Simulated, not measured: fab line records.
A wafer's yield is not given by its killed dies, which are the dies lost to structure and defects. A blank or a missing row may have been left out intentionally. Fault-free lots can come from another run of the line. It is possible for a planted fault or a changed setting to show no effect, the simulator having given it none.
Comparing a struck lot with a sound one | flow sky130 | 17 out of 708 route steps
Sound: the wafers L953.2, L953.3, L953.4. Struck: wafers L960.2, L960.3 (left out: L960.6, a lot-mate that was not struck); the cause follows at the end.
Each step with rows lists, per side, the tool, then ch with its chambers, then its first start. Under that, the readings that differ: sound wafers | struck wafers | difference of the means | sigmas: that difference in standard deviations of wafers without a fault.
alike: a reading whose means differ by less than 2 such deviations, as well as words and numbers matching on both sides. not compared: withheld readings; readings where some wafer has no value; bounds like >300 that might hide an equal value; numbers whose values overlap and for which the record gives no deviation.
The two part at a step that has a row with sigmas, a row that says differs or no value, or rows on one side only. Numbers that don't overlap but have no deviation are shown without sigmas and don't part them. A reading missing from all wafers of one side parts the sides only when that side holds two or more wafers.

first, 3 steps without rows for these wafers: SKY_VIA3_EXPOSE_09 (exposes mask VIM3, target cd 200 nm); SKY_VIA3_PEB_10; SKY_VIA3_DEVELOP_11 (develop time 60 s).
SKY_VIA3_CD_MEAS_12: the cd target is 200 nm.
  sound on cd-sem-02 at day 40 11:28; struck on cd-sem-01 at day 42 06:24
  alike: cd-nm
SKY_VIA3_OVL_MEAS_13:
  sound on overlay-02 at day 40 11:34; struck on overlay-02 at day 42 06:31
  alike: VIA3_OVL
SKY_VIA3_ETCH_14: etches BARC in N2/H2, stops on SiO2, time 45.9 s, target depth 60 nm.
  sound on rie-diel-04 ch 1,2,3, day 40 11:36; struck on rie-diel-01 ch 0,1, day 42 06:32
  alike: drypump-motor-current-A, oes-product-au, throttle-valve-pct
  not compared: rf-hours-counter-h
SKY_VIA3_ETCH_15: etches SiO2 in C4F8/O2/Ar, stops on TiN, target depth 507 nm, time 78 s.
  sound on rie-diel-04 ch 1,2,3, day 40 11:38; struck on rie-diel-01 ch 0,1, day 42 06:35
  alike: oes-product-au
  not compared: rf-hours-counter-h
SKY_VIA3_STRIP_16: strips in O2/N2.
  sound on plasma-asher-03 ch 0,1, day 40 11:42; struck on plasma-asher-03 ch 1, day 42 06:38
  reading                      | sound          | struck    | difference | sigmas
  strip-time-to-endpoint-s (s) | 4.10 4.07 4.09 | 4.21 4.13 | +0.08      | +3
  alike: drypump-motor-current-A, oes-product-au
  not compared: rf-hours-counter-h
then, 3 steps without rows for these wafers: SKY_VIA3_STRIP_17 (strips in post etch residue remover, time 1200 s); SKY_VIA3_CLEAN_18 (cleans in IPA, time 180 s); SKY_VIA3_CLEAN_19 (cleans in O3/DIW).
SKY_VIA3_SPUTTER_20: material TiN, target thk 20 nm, time 80 s.
  sound on pvd-sputter-04 at day 40 12:20; struck on pvd-sputter-04 at day 42 07:16
  alike: cathode-dc-power-W, throttle-valve-pct
SKY_VIA3_CVD_21: deposits W, target thk 390 nm, time 117.31 s.
  sound on cvd-w-01 ch 0,1, day 40 12:24; struck on cvd-w-01 ch 0, day 42 07:20
  reading                            | sound             | struck      | difference | sigmas
  model.W_of_VIA3_CVD_21.thk-nm (nm) | 388.5 386.6 382.2 | 404.7 405.5 | +19.3      |
  alike: heater-power-w, susceptor-temp-C
SKY_VIA3_RS_MEAS_22: measures by four-point-probe.
  sound on film-metro-03 at day 40 12:32; struck on film-metro-02 at day 42 07:52
  reading            | sound                | struck        | difference | sigmas
  VIA3_W_RS (ohm/sq) | 0.2957 0.2969 0.3003 | 0.2836 0.2824 | -0.0146    | -5
  not compared: hold
SKY_VIA3_THK_MEAS_23: measures by xrf.
  sound on film-metro-03 at day 40 12:39; struck on film-metro-02 at day 42 12:05
  reading         | sound       | struck  | difference | sigmas
  VIA3_W_THK (nm) | 398 395 392 | 428 430 | +34        | +5
  not compared: hold
SKY_VIA3_CMP_24: polishes, stops on SiO2, t overpolish 20 s, target thk 0 nm.
  sound on cmp-02 ch 0,1,2, day 40 12:42; struck on cmp-02 ch 1,2, day 42 14:20
  reading                | sound    | struck                                            | difference                   | sigmas
  hold                   | - - -    | await-dispo/2.2h/release await-dispo/2.2h/release | no value on the sound wafers |
  time-to-endpoint-s (s) | 95 87 95 | 102 97                                            | +7                           | +2
  alike: motor-current-A, overpolish-run-s
-- the record jumps here: 6 days lie between the struck wafers' starts before and after (it left off in module VIA3 and takes up again in module PAD_OPEN, whose first step shown is number 708 of the route) --
SKY_PAD_OPEN_PROBE_99:
  sound on prober-01 at day 46 14:31; struck on prober-02 at day 48 04:28
  alike: defect-limited-yield, killed_at_M0_to_M3, killed_at_M4_up, killed-at-contacts, killed-at-front-end, killed-at-other, killed-dies, killed-open, killed-short, sort_bin_3_pad_short, sort_bin_5_function, sort_bin_6_memory, sort-n-pass, sort-yield-pct

WHERE THEY PART
First at SKY_VIA3_STRIP_16; last, within this record, at SKY_VIA3_CMP_24. Later steps at which nothing parts them and some readings are alike: SKY_PAD_OPEN_PROBE_99.

WHY: the cause the simulator had injected
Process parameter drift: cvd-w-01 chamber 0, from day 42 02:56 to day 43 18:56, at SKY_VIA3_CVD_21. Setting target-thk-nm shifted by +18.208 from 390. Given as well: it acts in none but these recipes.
